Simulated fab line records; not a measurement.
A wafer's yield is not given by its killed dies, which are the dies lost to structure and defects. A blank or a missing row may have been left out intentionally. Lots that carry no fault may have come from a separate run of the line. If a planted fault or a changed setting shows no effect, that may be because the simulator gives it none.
Comparing a struck lot with a sound one    flow sky130    34 steps out of a route of 708
Sound: wafers L426.2, L426.3, L426.4. The struck wafers were L433.2, L433.3, L433.5. The cause is given at the end.
Per side, at each step with rows, come the tool, then ch with its chambers, and then its first start. Under that, the readings that differ: sound wafers    struck wafers    difference of the means    sigmas: that difference in standard deviations of wafers without a fault.
alike: same words and numbers on both sides, and readings whose means sit less than 2 such deviations apart. not compared: any withheld reading, any reading some wafer has no value for, any bound like >300 that may hide the same value, and any number with overlapping values for which the record gives no deviation.
A row with sigmas, a row that says differs or no value, or rows on one side alone: a step with any of these is where the two part. When numbers do not overlap yet have no deviation, they are printed without sigmas and do not part them. A reading that every wafer of one side lacks parts them only if that side has two wafers or more.

first, 9 steps without rows for these wafers: SKY_VIA3_CMP_02 (polishes SiO2); SKY_VIA3_DEHYDRATE_04 (time 60 s); SKY_VIA3_HMDS_05 (prime time 60 s); SKY_VIA3_COAT_06 (resist thk 60 nm); SKY_VIA3_COAT_07 (resist thk 450 nm); SKY_VIA3_SOFTBAKE_08 (time 90 s); SKY_VIA3_EXPOSE_09 (exposes mask VIM3, target cd 200 nm); SKY_VIA3_PEB_10; SKY_VIA3_DEVELOP_11 (develop time 60 s).
SKY_VIA3_ETCH_14: etches BARC in N2/H2, stops on SiO2, time 45.9 s, target depth 60 nm.
  sound on rie_diel-03 ch 0,1,2, day 41 16:01; struck on rie_diel-04 ch 0,2, day 43 12:58
  alike: drypump_motor_current_A, oes_product_au, rf_fwd_power_W, throttle_valve_pct
  not compared: rf_hours_counter_h
then, 23 steps without rows for these wafers: SKY_VIA3_ETCH_15 (etches SiO2 in C4F8/O2/Ar, stops on TiN, target depth 507 nm, time 78 s); SKY_VIA3_STRIP_16 (strips in O2/N2); SKY_VIA3_STRIP_17 (strips in post etch residue remover, time 1200 s); SKY_VIA3_CLEAN_18 (cleans in IPA, time 180 s); SKY_VIA3_CLEAN_19 (cleans in O3/DIW); SKY_VIA3_SPUTTER_20 (material TiN, target thk 20 nm, time 80 s); SKY_VIA3_CVD_21 (deposits W, target thk 390 nm, time 117.31 s); SKY_VIA3_CMP_24 (polishes, stops on SiO2, t overpolish 20 s, target thk 0 nm); SKY_METAL4_SPUTTER_00 (material Ti, target thk 15 nm, time 10 s); SKY_METAL4_SPUTTER_01 (material TiN, target thk 20 nm, time 16.7 s); SKY_METAL4_SPUTTER_02 (material AlCu, target thk 735 nm, time 39.1 s); SKY_METAL4_SPUTTER_03 (material Ti, target thk 5 nm, time 3.3 s); SKY_METAL4_SPUTTER_04 (material TiN, target thk 70 nm, time 58.3 s); SKY_CAP2M_CVD_00 (deposits SiO2, target thk 15.5 nm); SKY_CAP2M_SPUTTER_02 (material TiN, target thk 200 nm, time 166.7 s); SKY_CAP2M_DEHYDRATE_05 (time 60 s); SKY_CAP2M_HMDS_06 (prime time 60 s); SKY_CAP2M_COAT_07 (resist thk 1140 nm); SKY_CAP2M_SOFTBAKE_08 (time 60 s); SKY_CAP2M_EXPOSE_09 (exposes mask CAP2M, target cd 1000 nm); SKY_CAP2M_PEB_10; SKY_CAP2M_DEVELOP_11 (develop time 60 s); SKY_CAP2M_METAL_ETCH_13 (etches TiN in Cl2/BCl3, stops on SiO2, target depth 220 nm, time 62.9 s).
-- the record jumps here: 6 days lie between the struck wafers' starts before and after (it left off in module CAP2M and takes up again in module PAD_OPEN, whose first step shown is number 708 of the route) --
SKY_PAD_OPEN_PROBE_99:
  sound on prober-02 at day 47 11:05; struck on prober-02 at day 49 01:13
reading                                sound                struck             difference  sigmas
defect_limited_yield (%)               83.7 88.4 83.5       71.7 77.2 73.2     -11.2       -6
killed_at_M0_to_M3                     45 23 41             102 69 94          +52         +7
killed_dies                            80 57 81             139 112 132        +55         +6
sort_bin_3_pad_short (%)               0.2 0.6 0.8          2.8 3.7 2.8        +2.6        +6
sort_bin_5_function (%)                10.4 5.9 10.0        19.3 14.0 17.5     +8.2        +5
sort_n_pass                            412 435 411          353 380 360        -55         -6
sort_yield_pct (%)                     83.7 88.4 83.5       71.7 77.2 73.2     -11.2       -6
model.etest.tester.sort_n_pass         412 435 411          353 380 360        -55         
model.etest.tester.sort_yield_pct (%)  83.74 88.41 83.54    71.75 77.24 73.17  -11.18      
model.etest.tester.sort_bin_5_pct (%)  10.37 5.894 9.959    19.31 14.02 17.48  +8.20       
model.etest.tester.sort_bin_3_pct (%)  0.2033 0.6098 0.813  2.846 3.659 2.846  +2.575      
  alike: killed_at_M4_up, killed_at_contacts, killed_at_front_end, killed_at_other, killed_open, killed_short, sort_bin_6_memory

WHERE THEY PART
SKY_PAD_OPEN_PROBE_99 only, going by this record.

WHY: what had been put in by the simulator
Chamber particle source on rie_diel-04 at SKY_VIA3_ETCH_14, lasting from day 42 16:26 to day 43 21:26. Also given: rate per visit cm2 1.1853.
